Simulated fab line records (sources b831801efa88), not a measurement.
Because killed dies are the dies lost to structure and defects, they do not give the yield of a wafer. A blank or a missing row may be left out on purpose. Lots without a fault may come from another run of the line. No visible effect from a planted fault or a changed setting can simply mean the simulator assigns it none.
fab line records -- flow sky130
[record] lots = 6, wafers = 18, lastDay = 50
route steps=708 shown METAL2@497 VIA2@507
lots untouched by any fault: they come from a run of this same line in which no faults occurred
startH: hours from the record's first day to the start of the lot's first wafer shown -- waitH: hours elapsed since this lot's preceding step -- " identical to the entry in the row above -- L1.1+2: a row that stands for several wafers -- - value missing, or start not given -- * or withheld: withheld -- < > ~ a bound
route shown NAME@n: NAME is a module with steps in the file, n the number in the route of the first one -- usual: mean and standard deviation over wafers with no fault -- same: alike in all rows -- chamber/n: place in a boat -- sites: each site's reading -- _std_site: how widely they spread, as a standard deviation -- _edge_site: outer sites' mean less inner sites' -- radiusMm: how far each site lies from the wafer's centre -- mask NAME#n: copy n -- behind: the most recent tool/chamber to have shaped the wafer -- hold: reason for holding the lot/hours on hold/outcome of the hold -- device: names the non-switching transistor (n, p or np) -- end of line: the route-end tests of the same wafers -- for a step that has no rows: nothing shown but its recipe -- killed: count of dies lost to structure and defects at first sort (not the wafer's yield) -- map: a wafer's dies, x killed, . not, _ none there
set.NAME: the setting the step ran with; set.NAME@STEP: the setting that earlier step ran with -- model.NAME: the simulator's own value behind a step, which no gauge read
lots at some steps of the route; a table a step, a row a wafer
services: a tool's chamber out of use, with start hour (startH, from the record's first day; less than 0 if before it), hours out, and reason
[[steps]]
[step SKY_METAL2_DEVELOP_14]
[recipe] developTimeS = 60, resist = KrF-thick, devTempC = 19.77
[step SKY_METAL2_CD_MEAS_15]
[recipe] targetCdNm = 140
[usual] cdNm = 139.7/1.2
lot.wafer,tool,chamber,startH,waitH,cdNm
L998.1,cdSem-02,-,846.15,-,140.7
L998.3,cdSem-02,-,846.15,-,140.5
L998.6,cdSem-02,-,846.15,-,141.0
L104.1,cdSem-01,-,901.75,-,139.5
L104.4,cdSem-01,-,901.75,-,138.4
L104.6,cdSem-01,-,901.75,-,138.8
L106.1,cdSem-02,-,919.41,-,140.5
L106.3,cdSem-02,-,919.41,-,138.2
L106.6,cdSem-02,-,919.41,-,140.4
L107.1,cdSem-01,-,923.79,-,140.5
L107.2,cdSem-01,-,923.79,-,140.5
L107.5,cdSem-01,-,923.79,-,139.8
L108.1,cdSem-01,-,924.81,-,140.8
L108.4,cdSem-01,-,924.81,-,140.9
L108.5,cdSem-01,-,924.81,-,139.8
L117.1,cdSem-02,-,985.70,-,136.9
L117.4,cdSem-02,-,985.70,-,138.2
L117.6,cdSem-02,-,985.70,-,138.1
[step SKY_METAL2_OVL_MEAS_16]
[usual] METAL2_OVL = -1/5.6
lot.wafer,tool,chamber,startH,waitH,METAL2_OVL[nm]
L998.1,overlay-01,-,846.27,0.1,-1
L998.3,overlay-01,-,846.27,0.1,-6
L998.6,overlay-01,-,846.27,0.1,-10
L104.1,overlay-02,-,901.87,0.1,4
L104.4,overlay-02,-,901.87,0.1,0
L104.6,overlay-02,-,901.87,0.1,-5
L106.1,overlay-01,-,919.53,0.1,-3
L106.3,overlay-01,-,919.53,0.1,-11
L106.6,overlay-01,-,919.53,0.1,-9
L107.1,overlay-02,-,923.91,0.1,-7
L107.2,overlay-02,-,923.91,0.1,0
L107.5,overlay-02,-,923.91,0.1,-1
L108.1,overlay-02,-,924.93,0.1,3
L108.4,overlay-02,-,924.93,0.1,2
L108.5,overlay-02,-,924.93,0.1,7
L117.1,overlay-01,-,985.82,0.1,-7
L117.4,overlay-01,-,985.82,0.1,-4
L117.6,overlay-01,-,985.82,0.1,-5
[step SKY_METAL2_DESCUM_17]
[recipe] chemistry = O2, sourcePowerW = 150, biasPowerW = 0, pressureMtorr = 10, tempC = 40, timeS = 8
[step SKY_METAL2_ETCH_18]
[recipe] chemistry = N2/H2, target = BARC, ionEnergyEv = 200, biasW = 100, pressureMtorr = 30, n2FlowSccm = 100, h2FlowSccm = 200, icpW = 500, stopOn = SiO2, timeS = 45.9, targetDepthA = 600
[usual] drypumpMotorCurrentA = 5.9/0.49, oesProductAu = 0.855/0.0046, throttleValvePct = 13.226/0.0087
lot.wafer,tool,chamber,startH,waitH,drypumpMotorCurrentA,oesProductAu,rfHoursCounterH,throttleValvePct
L998.1,rieMetal-02,0,846.34,0.0,6.1,0.860,15,13.225
L998.3,rieMetal-02,0,846.34,0.0,6.1,0.862,-,13.221
L998.6,rieMetal-02,0,846.34,0.0,6.1,0.862,-,13.226
L104.1,rieMetal-02,1,901.94,0.0,5.7,0.852,9,13.217
L104.4,rieMetal-02,0,901.94,0.0,6.1,0.857,-,13.218
L104.6,rieMetal-02,0,901.94,0.0,6.1,0.856,-,13.225
L106.1,rieMetal-04,0,919.60,0.0,6.1,0.856,12,13.237
L106.3,rieMetal-04,0,919.60,0.0,6.1,0.852,-,13.228
L106.6,rieMetal-04,0,919.60,0.0,6.1,0.856,-,13.232
L107.1,rieMetal-04,1,923.98,0.0,6.2,0.857,9,13.227
L107.2,rieMetal-04,0,923.98,0.0,6.1,0.857,12,13.211
L107.5,rieMetal-04,0,923.98,0.0,6.1,0.862,-,13.225
L108.1,rieMetal-03,0,925.00,0.0,6.4,0.850,7,13.224
L108.4,rieMetal-03,0,925.00,0.0,6.4,0.859,-,13.230
L108.5,rieMetal-03,1,925.00,0.0,5.0,0.846,-,13.217
L117.1,rieMetal-04,1,985.92,0.1,6.2,0.856,12,13.221
L117.4,rieMetal-04,1,985.92,0.1,6.2,0.851,-,13.217
L117.6,rieMetal-04,1,985.92,0.1,6.2,0.853,-,13.228
[step SKY_METAL2_METAL_ETCH_19]
[recipe] targetDepthA = 3600, stopOn = SiO2, overEtchFrac = 0.3, timeS = 78, chemistry = Cl2/BCl3, resistSidewallDeg = 88, pressureMtorr = 10, icpW = 900, biasW = 48.5, Cl2_flow_sccm = 60, bcl3FlowSccm = 30
[step SKY_METAL2_STRIP_20]
[recipe] chemistry = O2/N2, powerW = 1400, pressureMtorr = 1500, platenTempC = withheld, o2FlowSccm = 3000, n2FlowSccm = 300, overashFraction = 0.5
[usual] drypumpMotorCurrentA = 6.0/0.54, oesProductAu = 0.344/0.0052, stripTimeToEndpointS = 2.72/0.065
lot.wafer,tool,chamber,startH,waitH,drypumpMotorCurrentA,oesProductAu,rfHoursCounterH,stripTimeToEndpointS
L998.1,plasmaAsher-04,1,846.49,0.1,6.2,0.346,93,2.81
L998.3,plasmaAsher-04,1,846.49,0.1,6.2,0.346,-,2.78
L998.6,plasmaAsher-04,1,846.49,0.1,6.2,0.347,-,2.79
L104.1,plasmaAsher-04,0,902.09,0.1,6.3,0.341,100,2.63
L104.4,plasmaAsher-04,0,902.09,0.1,6.4,0.333,-,2.68
L104.6,plasmaAsher-04,1,902.09,0.1,6.2,0.342,-,2.71
L106.1,plasmaAsher-04,1,919.75,0.1,6.2,0.344,102,2.77
L106.3,plasmaAsher-04,1,919.75,0.1,6.2,0.346,-,2.75
L106.6,plasmaAsher-04,1,919.75,0.1,6.2,0.354,-,2.79
L107.1,plasmaAsher-01,1,924.13,0.1,5.0,0.348,83,2.81
L107.2,plasmaAsher-01,0,924.13,0.1,6.6,0.343,83,2.79
L107.5,plasmaAsher-01,1,924.13,0.1,5.0,0.343,-,2.76
L108.1,plasmaAsher-04,1,925.15,0.1,6.2,0.344,103,2.62
L108.4,plasmaAsher-04,1,925.15,0.1,6.2,0.344,-,2.64
L108.5,plasmaAsher-04,1,925.15,0.1,6.2,0.350,-,2.74
L117.1,plasmaAsher-04,0,986.23,0.1,6.4,0.357,109,2.82
L117.4,plasmaAsher-04,0,986.23,0.1,6.4,0.344,-,2.83
L117.6,plasmaAsher-04,0,986.23,0.1,6.4,0.343,-,2.82
[step SKY_METAL2_STRIP_21]
[recipe] chemistry = postEtchResidueRemover, timeS = 1200, tempC = 72.5
[step SKY_METAL2_CLEAN_22]
[recipe] chemistry = IPA, timeS = 180, tempC = 25
[step SKY_METAL2_CLEAN_23]
[recipe] chemistry = O3/DIW, dry = n2Spin
[step SKY_VIA2_HDPCVD_00]
[recipe] material = SiO2, targetThkNm = 1180, sigmaOpenFrac = 0.3, timeS = 196.7, tempC = 400, sih4FlowSccm = 60, pressureMtorr = 6
[step SKY_VIA2_THK_MEAS_01]
[recipe] reads = SiO2_of_VIA2_HDPCVD_00
[usual] VIA2_HDPCVD_THK = 1178/12
lot.wafer,tool,chamber,startH,waitH,VIA2_HDPCVD_THK[nm]
L998.1,filmMetro-02,-,847.26,0.1,1196
L998.3,filmMetro-02,-,847.26,0.1,1181
L998.6,filmMetro-02,-,847.26,0.1,1173
L104.1,filmMetro-02,-,902.81,0.1,1172
L104.4,filmMetro-02,-,902.81,0.1,1172
L104.6,filmMetro-02,-,902.81,0.1,1161
L106.1,filmMetro-02,-,920.48,0.1,1165
L106.3,filmMetro-02,-,920.48,0.1,1172
L106.6,filmMetro-02,-,920.48,0.1,1176
L107.1,filmMetro-01,-,924.92,0.1,1197
L107.2,filmMetro-01,-,924.92,0.1,1191
L107.5,filmMetro-01,-,924.92,0.1,1186
L108.1,filmMetro-03,-,925.94,0.1,1184
L108.4,filmMetro-03,-,925.94,0.1,1159
L108.5,filmMetro-03,-,925.94,0.1,1171
L117.1,filmMetro-02,-,986.95,0.1,1184
L117.4,filmMetro-02,-,986.95,0.1,1164
L117.6,filmMetro-02,-,986.95,0.1,1195
[step SKY_VIA2_CMP_02]
[recipe] material = SiO2, downForcePsi = 4, platenRpm = 60, padVelocityMS = 0.94248
[usual] edgeZonePressureFrac = 1.001/0.0046, headPressurePsi = 4.000/0.0087, motorCurrentA = 11.9/1.3
lot.wafer,tool,chamber,startH,waitH,edgeZonePressureFrac,headPressurePsi,motorCurrentA,model.SiO2_of_VIA2_HDPCVD_00.thkNm
L998.1,cmp-02,3,847.32,0.1,1.001,4.009,14.6,492.8
L998.3,cmp-02,2,847.32,0.1,0.998,3.996,13.1,494.4
L998.6,cmp-02,3,847.32,0.1,1.003,4.004,14.2,492
L104.4,cmp-01,0,902.97,0.1,1.003,4.008,13.0,494.8
L104.1,cmp-01,1,902.97,0.1,0.997,3.996,11.3,493.5
L104.6,cmp-01,3,902.97,0.1,1.001,4.013,11.1,495.4
L106.3,cmp-01,1,920.59,0.1,-,-,-,1172
L106.1,cmp-01,3,920.59,0.1,-,-,-,1165
L106.6,cmp-01,1,920.59,0.1,-,-,-,1175
L107.2,cmp-02,1,924.98,0.0,-,-,-,1191
L107.1,cmp-02,0,924.98,0.0,-,-,-,1196
L107.5,cmp-02,1,924.98,0.0,-,-,-,1187
L108.1,cmp-01,1,926.00,0.1,0.998,4.011,10.8,493.7
L108.4,cmp-01,0,926.00,0.1,0.995,3.983,12.4,493.8
L108.5,cmp-01,2,926.00,0.1,1.003,4.006,11.2,493
L117.4,cmp-02,3,987.06,0.1,1.003,3.982,14.9,493.1
L117.1,cmp-02,1,987.06,0.1,0.994,3.986,12.4,496.4
L117.6,cmp-02,3,987.06,0.1,0.999,3.992,14.5,494
[step SKY_VIA2_BOW_MEAS_03]
[recipe] mode = bow
[usual] VIA2_BOW = 87/7.5
lot.wafer,tool,chamber,startH,waitH,VIA2_BOW[um]
L998.1,filmMetro-02,-,847.62,0.2,72
L998.3,filmMetro-02,-,847.62,0.2,75
L998.6,filmMetro-02,-,847.62,0.2,89
L104.1,filmMetro-01,-,903.17,0.1,77
L104.4,filmMetro-01,-,903.17,0.1,93
L104.6,filmMetro-01,-,903.17,0.1,89
L106.1,filmMetro-02,-,920.84,0.1,130
L106.3,filmMetro-02,-,920.84,0.1,123
L106.6,filmMetro-02,-,920.84,0.1,120
L107.1,filmMetro-02,-,925.28,0.1,115
L107.2,filmMetro-02,-,925.28,0.1,115
L107.5,filmMetro-02,-,925.28,0.1,126
L108.1,filmMetro-01,-,926.30,0.2,87
L108.4,filmMetro-01,-,926.30,0.2,80
L108.5,filmMetro-01,-,926.30,0.2,88
L117.1,filmMetro-03,-,987.31,0.1,87
L117.4,filmMetro-03,-,987.31,0.1,84
L117.6,filmMetro-03,-,987.31,0.1,90
[step SKY_VIA2_DEHYDRATE_04]
[recipe] tempC = 200, timeS = 60
[step SKY_VIA2_HMDS_05]
[recipe] primeTimeS = 60, primeTempC = 120
[step SKY_VIA2_COAT_06]
[recipe] resist = BARC, tempC = withheld, timeS = withheld, spinRpm = 3000, resistThkNm = 60
[step SKY_VIA2_COAT_07]
[recipe] resist = KrF-thick, spinRpm = 3000, resistThkNm = 450
[step SKY_VIA2_SOFTBAKE_08]
[recipe] tempC = 100, timeS = 90, resist = KrF-thick
[step SKY_VIA2_EXPOSE_09]
[recipe] maskId = VIM2, na = 0.8, sourceShape = annular, sigmaInner = 0.55, sigmaOuter = 0.85, targetCdNm = 200, doseMj = 38
[step SKY_VIA2_PEB_10]
[recipe] pebTempC = withheld, pebTimeS = withheld, resist = KrF-thick
[step SKY_VIA2_DEVELOP_11]
[recipe] developTimeS = 60, resist = KrF-thick, devTempC = 21
[step SKY_VIA2_CD_MEAS_12]
[recipe] targetCdNm = 200
[usual] cdNm = 200.4/1.4
lot.wafer,tool,chamber,startH,waitH,cdNm
L998.1,cdSem-01,-,873.74,-,202.5
L998.3,cdSem-01,-,873.74,-,201.5
L998.6,cdSem-01,-,873.74,-,202.5
L104.1,cdSem-01,-,928.28,-,197.5
L104.4,cdSem-01,-,928.28,-,197.1
L104.6,cdSem-01,-,928.28,-,198.0
L106.1,cdSem-02,-,945.90,-,201.2
L106.3,cdSem-02,-,945.90,-,201.1
L106.6,cdSem-02,-,945.90,-,201.7
L107.1,cdSem-01,-,949.98,-,200.8
L107.2,cdSem-01,-,949.98,-,200.7
L107.5,cdSem-01,-,949.98,-,200.3
L108.1,cdSem-02,-,950.90,-,199.8
L108.4,cdSem-02,-,950.90,-,200.7
L108.5,cdSem-02,-,950.90,-,199.8
L117.1,cdSem-01,-,1010.73,-,200.1
L117.4,cdSem-01,-,1010.73,-,201.9
L117.6,cdSem-01,-,1010.73,-,201.5
[step SKY_VIA2_OVL_MEAS_13]
[usual] VIA2_OVL = 3/5.6
lot.wafer,tool,chamber,startH,waitH,VIA2_OVL[nm]
L998.1,overlay-02,-,873.86,0.1,7
L998.3,overlay-02,-,873.86,0.1,-7
L998.6,overlay-02,-,873.86,0.1,0
L104.1,overlay-01,-,928.40,0.1,3
L104.4,overlay-01,-,928.40,0.1,3
L104.6,overlay-01,-,928.40,0.1,-1
L106.1,overlay-02,-,946.02,0.1,-2
L106.3,overlay-02,-,946.02,0.1,6
L106.6,overlay-02,-,946.02,0.1,5
L107.1,overlay-01,-,950.10,0.1,-5
L107.2,overlay-01,-,950.10,0.1,5
L107.5,overlay-01,-,950.10,0.1,2
L108.1,overlay-02,-,951.02,0.1,0
L108.4,overlay-02,-,951.02,0.1,-2
L108.5,overlay-02,-,951.02,0.1,1
L117.1,overlay-01,-,1010.85,0.1,3
L117.4,overlay-01,-,1010.85,0.1,9
L117.6,overlay-01,-,1010.85,0.1,1
[step SKY_VIA2_ETCH_14]
[recipe] chemistry = N2/H2, target = BARC, ionEnergyEv = 200, sourceW = 500, biasW = 100, pressureMtorr = 30, n2FlowSccm = 100, h2FlowSccm = 200, stopOn = SiO2, timeS = 44.46, targetDepthA = 600
[usual] drypumpMotorCurrentA = 5.6/0.43, oesProductAu = 0.871/0.0056, throttleValvePct = 13.227/0.0093
lot.wafer,tool,chamber,startH,waitH,drypumpMotorCurrentA,oesProductAu,rfHoursCounterH,throttleValvePct
L998.1,rieDiel-03,0,873.90,0.0,5.3,0.878,11,13.229
L998.3,rieDiel-03,1,873.90,0.0,6.3,0.869,20,13.224
L998.6,rieDiel-03,0,873.90,0.0,5.3,0.867,-,13.238
L104.1,rieDiel-01,0,928.43,0.0,5.8,0.871,4,13.235
L104.4,rieDiel-01,2,928.43,0.0,6.3,0.874,2,13.227
L104.6,rieDiel-01,2,928.43,0.0,6.3,0.868,-,13.218
L106.1,rieDiel-02,0,946.06,0.0,5.3,0.868,2,13.231
L106.3,rieDiel-02,1,946.06,0.0,6.0,0.881,22,13.215
L106.6,rieDiel-02,1,946.06,0.0,6.0,0.864,-,13.216
L107.1,rieDiel-02,3,950.13,0.0,5.2,0.866,4,13.221
L107.2,rieDiel-02,2,950.13,0.0,5.3,0.870,7,13.239
L107.5,rieDiel-02,0,950.13,0.0,5.3,0.863,-,13.210
L108.1,rieDiel-01,2,951.06,0.0,6.3,0.871,3,13.208
L108.4,rieDiel-01,1,951.06,0.0,5.2,0.871,-,13.234
L108.5,rieDiel-01,0,951.06,0.0,5.8,0.877,-,13.213
L117.1,rieDiel-02,0,1010.88,0.0,5.3,0.867,4,13.227
L117.4,rieDiel-02,1,1010.88,0.0,6.0,0.882,24,13.226
L117.6,rieDiel-02,2,1010.88,0.0,5.3,0.867,-,13.235
[step SKY_VIA2_ETCH_15]
[recipe] target = SiO2, chemistry = C4F8/O2/Ar, targetDepthNm = 546, stopOn = TiN, maskMaterial = KrF-thick, sourceW = 1500, biasW = 1200, pressureMtorr = 40, c4f8FlowSccm = withheld, O2_flow_sccm = 6, Ar_flow_sccm = 300, timeS = 84
[usual] oesProductAu = 0.939/0.0043
lot.wafer,tool,chamber,startH,waitH,oesProductAu,rfHoursCounterH,model.VIA2.featureDepthNm,model.etch.depthNm
L998.1,rieDiel-03,0,873.94,0.0,0.934,11,492.8,492.8
L998.3,rieDiel-03,1,873.94,0.0,0.932,20,494.4,494.4
L998.6,rieDiel-03,0,873.94,0.0,0.939,-,492,492
L104.1,rieDiel-01,0,928.47,0.0,0.936,4,493.5,493.5
L104.4,rieDiel-01,2,928.47,0.0,0.936,2,494.8,494.8
L104.6,rieDiel-01,2,928.47,0.0,0.951,-,495.4,495.4
L106.1,rieDiel-02,0,946.10,0.0,1.568,2,520.3,520.3
L106.3,rieDiel-02,1,946.10,0.0,1.635,22,550.4,550.4
L106.6,rieDiel-02,1,946.10,0.0,1.632,-,547.8,547.8
L107.1,rieDiel-02,3,950.17,0.0,1.620,4,544.1,544.1
L107.2,rieDiel-02,2,950.17,0.0,1.635,7,547.6,547.6
L107.5,rieDiel-02,0,950.17,0.0,1.572,-,521.6,521.6
L108.1,rieDiel-01,2,951.10,0.0,0.939,3,493.7,493.7
L108.4,rieDiel-01,1,951.10,0.0,0.941,-,493.8,493.8
L108.5,rieDiel-01,0,951.10,0.0,0.945,-,493,493
L117.1,rieDiel-02,0,1010.92,0.0,0.938,4,496.4,496.4
L117.4,rieDiel-02,1,1010.92,0.0,0.935,24,493.1,493.1
L117.6,rieDiel-02,2,1010.92,0.0,0.939,-,494,494
[step SKY_VIA2_STRIP_16]
[recipe] chemistry = O2/N2, powerW = 1400, pressureMtorr = 1500, platenTempC = withheld, o2FlowSccm = 3000, n2FlowSccm = 300, overashFraction = 0.5
[usual] drypumpMotorCurrentA = 5.8/0.53, oesProductAu = 0.400/0.005, stripTimeToEndpointS = 4.08/0.033
lot.wafer,tool,chamber,startH,waitH,drypumpMotorCurrentA,oesProductAu,rfHoursCounterH,stripTimeToEndpointS
L998.1,plasmaAsher-04,1,874.00,0.0,6.2,0.405,96,4.16
L998.3,plasmaAsher-04,1,874.00,0.0,6.2,0.410,-,4.12
L998.6,plasmaAsher-04,1,874.00,0.0,6.2,0.399,-,4.15
L104.1,plasmaAsher-02,0,928.54,0.0,6.1,0.404,18,4.08
L104.4,plasmaAsher-02,1,928.54,0.0,4.8,0.393,-,4.06
L104.6,plasmaAsher-02,1,928.54,0.0,4.8,0.396,-,4.07
L106.1,plasmaAsher-04,1,946.17,0.0,6.2,0.413,106,4.15
L106.3,plasmaAsher-04,1,946.17,0.0,6.2,0.401,-,4.08
L106.6,plasmaAsher-04,1,946.17,0.0,6.2,0.400,-,4.06
L107.1,plasmaAsher-02,1,950.24,0.0,4.8,0.395,21,4.05
L107.2,plasmaAsher-02,0,950.24,0.0,6.1,0.398,21,4.04
L107.5,plasmaAsher-02,0,950.24,0.0,6.0,0.403,-,4.13
L108.1,plasmaAsher-03,0,951.17,0.0,5.5,0.405,46,4.08
L108.4,plasmaAsher-03,0,951.17,0.0,5.5,0.399,-,4.09
L108.5,plasmaAsher-03,1,951.17,0.0,5.8,0.396,-,4.06
L117.1,plasmaAsher-03,0,1010.99,0.0,5.4,0.410,52,4.18
L117.4,plasmaAsher-03,0,1010.99,0.0,5.5,0.393,-,4.08
L117.6,plasmaAsher-03,1,1010.99,0.0,5.8,0.403,-,4.06
[step SKY_VIA2_STRIP_17]
[recipe] chemistry = postEtchResidueRemover, timeS = 1200, tempC = 72.5
[step SKY_VIA2_CLEAN_18]
[recipe] chemistry = IPA, timeS = 180, tempC = 25
[step SKY_VIA2_CLEAN_19]
[recipe] chemistry = O3/DIW, dry = n2Spin
[step SKY_VIA2_SPUTTER_20]
[recipe] material = TiN, targetThkNm = 20, chamberPressurePa = 5, powerW = 4000, timeS = 80
[usual] throttleValvePct = 30.1/0.65
lot.wafer,tool,chamber,startH,waitH,throttleValvePct
L998.1,pvdSputter-03,-,875.00,0.0,30.6
L998.3,pvdSputter-03,-,875.00,0.0,31.0
L998.6,pvdSputter-03,-,875.00,0.0,30.9
L104.1,pvdSputter-04,-,929.21,0.0,30.2
L104.4,pvdSputter-04,-,929.21,0.0,30.4
L104.6,pvdSputter-04,-,929.21,0.0,29.9
L106.1,pvdSputter-03,-,946.76,0.0,31.5
L106.3,pvdSputter-03,-,946.76,0.0,30.9
L106.6,pvdSputter-03,-,946.76,0.0,30.8
L107.1,pvdSputter-01,-,950.83,0.0,29.7
L107.2,pvdSputter-01,-,950.83,0.0,28.4
L107.5,pvdSputter-01,-,950.83,0.0,30.0
L108.1,pvdSputter-03,-,951.77,0.0,30.4
L108.4,pvdSputter-03,-,951.77,0.0,31.6
L108.5,pvdSputter-03,-,951.77,0.0,30.5
L117.1,pvdSputter-04,-,1011.62,0.0,30.1
L117.4,pvdSputter-04,-,1011.62,0.0,29.7
L117.6,pvdSputter-04,-,1011.62,0.0,29.8
[step SKY_VIA2_CVD_21]
[recipe] material = W, targetThkNm = 420, timeS = 126.4, tempC = 400, pressureTorr = 40
[step SKY_VIA2_CMP_24]
[recipe] stopOn = SiO2, tOverpolishS = 20, downForcePsi = 3.5, platenRpm = 60, targetThkNm = 0, padVelocityMS = 0.94248
[usual] edgeZonePressureFrac = 1.001/0.0053, headPressurePsi = 3.499/0.0083, motorCurrentA = 10.9/1.2
lot.wafer,tool,chamber,startH,waitH,edgeZonePressureFrac,headPressurePsi,motorCurrentA,model.SiO2_of_VIA2_HDPCVD_00.thkNm
L998.1,cmp-02,0,875.42,0.1,0.997,3.497,9.9,488.4
L998.3,cmp-02,2,875.42,0.1,0.998,3.511,11.3,490
L998.6,cmp-02,0,875.42,0.1,0.999,3.496,10.3,487.6
L104.1,cmp-02,0,929.68,0.1,0.998,3.496,10.1,489.1
L104.4,cmp-02,1,929.68,0.1,1.007,3.485,10.7,490.4
L104.6,cmp-02,3,929.68,0.1,0.992,3.492,13.3,491
L106.1,cmp-01,2,947.23,0.1,0.998,3.495,10.1,1160
L106.3,cmp-01,3,947.23,0.1,1.012,3.518,10.3,1168
L106.6,cmp-01,0,947.23,0.1,1.010,3.502,11.7,1171
L107.2,cmp-01,0,951.21,0.0,0.997,3.503,11.8,1186
L107.1,cmp-01,2,951.21,0.0,1.002,3.502,9.8,1192
L107.5,cmp-01,0,951.21,0.0,1.003,3.503,11.1,1182
L108.4,cmp-02,1,952.19,0.1,1.002,3.490,10.9,489.4
L108.1,cmp-02,2,952.19,0.1,1.004,3.492,11.4,489.3
L108.5,cmp-02,1,952.19,0.1,1.016,3.488,11.2,488.6
L117.1,cmp-01,0,1011.99,0.1,1.008,3.497,11.8,492
L117.4,cmp-01,3,1011.99,0.1,0.999,3.497,10.7,488.7
L117.6,cmp-01,0,1011.99,0.1,1.006,3.508,11.5,489.6
[[services]]
tool,chamber,startH,hours,kind
cmp-01,-,831.09,2.7,repair
cmp-01,-,835.00,17.5,pm
rieMetal-04,0,847.11,5.1,repair
plasmaAsher-02,-,851.91,14.6,pm
rieMetal-02,-,855.15,3.3,repair
rieMetal-02,-,861.17,5.5,repair
pvdSputter-01,-,866.47,1.9,repair
pvdSputter-01,-,870.52,12.4,repair
rieDiel-03,-,883.17,2.8,pm
plasmaAsher-03,-,886.13,32.1,repair
cmp-02,-,912.53,4.0,pm
plasmaAsher-03,-,918.24,10.0,pm
plasmaAsher-03,-,928.24,20.6,pm
cmp-01,-,934.22,7.1,pm
plasmaAsher-03,-,940.36,5.2,repair
cmp-02,-,946.04,0.3,repair
rieDiel-01,3,948.72,5.5,repair
cmp-02,-,958.98,1.1,repair
rieDiel-03,-,959.63,0.5,repair
rieDiel-01,-,969.51,2.8,pm
plasmaAsher-04,-,970.43,4.3,repair
rieMetal-04,0,978.79,14.7,repair
pvdSputter-03,-,985.08,0.5,repair
plasmaAsher-04,-,1009.51,4.9,repair
[[key]]
[firstSign] step = SKY_VIA2_CMP_02, reading = toolRecord, direction = missing
[effect] step = SKY_VIA2_BOW_MEAS_03, reading = VIA2_BOW, direction = up, sigmas = 4.6, usual = 87, struck = 122
[effect] step = SKY_VIA2_ETCH_15, reading = oesProductAu, direction = up, sigmas = 99+, usual = 0.939, struck = 1.610
[modelEffect] step = SKY_VIA2_CMP_02, value = SiO2_of_VIA2_HDPCVD_00.thkNm, without = 494.4, struck = 1181
[modelEffect] step = SKY_VIA2_ETCH_15, value = VIA2.featureDepthNm, without = 494.4, struck = 538.7
[modelEffect] step = SKY_VIA2_CMP_24, value = SiO2_of_VIA2_HDPCVD_00.thkNm, without = 490, struck = 1176
metAt SKY_VIA2_CMP_02
struckWafers L106.1,L106.3,L106.6,L107.1,L107.2,L107.5
laterRowsLeftOut L106.1,L106.3,L106.6,L107.1,L107.2,L107.5
sortLeftOut L106.1,L106.3,L106.6,L107.1,L107.2,L107.5
onsetBetween 902.97 920.59
[fault] kind = skippedStepWhole, tool = cmp-01,cmp-02, chamber = -, onsetH = 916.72, steps = SKY_VIA2_CMP_02, scope = struckLotsOnly
// sortLeftOut: the simulated sort isn't trusted on such a fault, so these wafers' sort isn't shown, and their yield isn't known
// laterRowsLeftOut: the simulator's readings of these wafers behind a module that went badly wrong aren't trusted and aren't shown, but for the sort
